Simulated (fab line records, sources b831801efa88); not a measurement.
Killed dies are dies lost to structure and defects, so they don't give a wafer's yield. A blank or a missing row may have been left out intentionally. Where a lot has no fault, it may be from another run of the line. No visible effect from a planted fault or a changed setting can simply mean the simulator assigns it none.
Problem report in the 8D (eight disciplines) form, filled by code ; flow sky130 ; the parts of the form that need people (team, actions taken, sign-off) are left out

1. THE ISSUE
Mean LDD_HVN_TW at SKY_LDD_HVN_TW_MEAS_10: 1479 over 6 wafers in 2 lots; fault-free wafers: 1440, standard deviation 6.6. That puts it +5.9 standard deviations away from the usual mean.
First seen on wafer L727.3, day 24 13:23, on film metro-04. The record holds 33 wafers of 11 lots with a number at this step. The rule behind "out" and "out of limits": a value lying over 4 standard deviations away from the usual mean. Any other wafer with a number is counted as sound.

2. WHAT IT IS, WHAT IT ISN'T
question;is;is not
which readings at this step;LDD_HVN_TW;-
which lots;L727, L728;L718, L721, L731, L733, L734, L735, L736, L737, L739
which wafers of those lots;all that have a number;-
read on which gauges;film metro-03, film metro-04;film metro-01
when;from day 24 13:23;"up to then (6 sound wafers); but 21 sound wafers of L731, L733, L734, L735, L736, L737, L739 came after"

3. THE SUSPECTS, EACH WITH WHAT RULES IT OUT
Counting: a tool at a process step up to the reading stays a suspect if it ran every lot that is out and no sound lot after the first of them.
- the gauge at SKY_LDD_HVN_TW_MEAS_10 is ruled out. The wafers that are out were read on 2 gauges (film metro-03, film metro-04).
- litho track-02 at SKY_LDD_P_COAT_02 (resist thk 1140 nm): ruled out as a lasting fault. After its first lot that is out, L727 (day 22 15:59), sound lots L733, L734, L735 ran on it.
Left after counting: nothing in the record.

4. THE CAUSE (what the simulator had put in)
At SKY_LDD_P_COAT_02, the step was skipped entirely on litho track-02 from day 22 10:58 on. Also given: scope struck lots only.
The count ruled it out by mistake, since the rule takes a fault to strike every lot its tool runs from the start of the fault on, and this one did not do so.

5. THE CHAIN OF EFFECTS, in route order
Rows list readings where the struck wafers' mean (over those with a number) sits beyond 3 standard deviations from the usual. Scope: only readings with a usual standard deviation given in the record; hours: median across lots of the time from each lot's start at the first step in this table that gives one to its start at this step; sigmas: change in usual standard deviations.
hours;step;reading;usual;on struck wafers;change;sigmas
0;SKY_LDD_HVN_TW_MEAS_10;LDD_HVN_TW;1440;1479;+39;+5.9
29;SKY_LDD_HVP_TW_MEAS_10;LDD_HVP_TW;457.0;701.9;+244.9;+99 or more
581;SKY_PAD_OPEN_PROBE_99;killed at front end;14;425;+411;+98
581;SKY_PAD_OPEN_PROBE_99;killed dies;85;492;+407;+48
581;SKY_PAD_OPEN_PROBE_99;killed on rim;16;96;+80;+24
Its process steps:
- SKY_PAD_OPEN_PROBE_99
Readings that are blank on the struck wafers while sound wafers have them: chill plate temp C at SKY_LDD_P_COAT_02; dispense pressure kPa at SKY_LDD_P_COAT_02; cd nm at SKY_LDD_P_CD_MEAS_07.
Later steps that measure or inspect, where all struck wafers having a row at the step show a number for every such reading and not one has moved that far: SKY_LDD_LDN_OVL_MEAS_07.

6. HOW IT WOULD HAVE BEEN CAUGHT EARLIER
Counted from the fault's start at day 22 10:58, it took 50 hours until the first out-of-limits reading at a measuring or inspecting step in this record, taken at day 24 13:23.
Between SKY_LDD_P_COAT_02 and SKY_LDD_HVN_TW_MEAS_10, SKY_LDD_P_CD_MEAS_07 gave no cd nm on the struck wafers, where sound wafers have one: a measuring or inspecting step that comes back empty is itself a sign.
At SKY_LDD_P_COAT_02 the tool's readings are blank on the struck wafers, where sound wafers have them: an empty tool record is the first sign, and it was there at once.
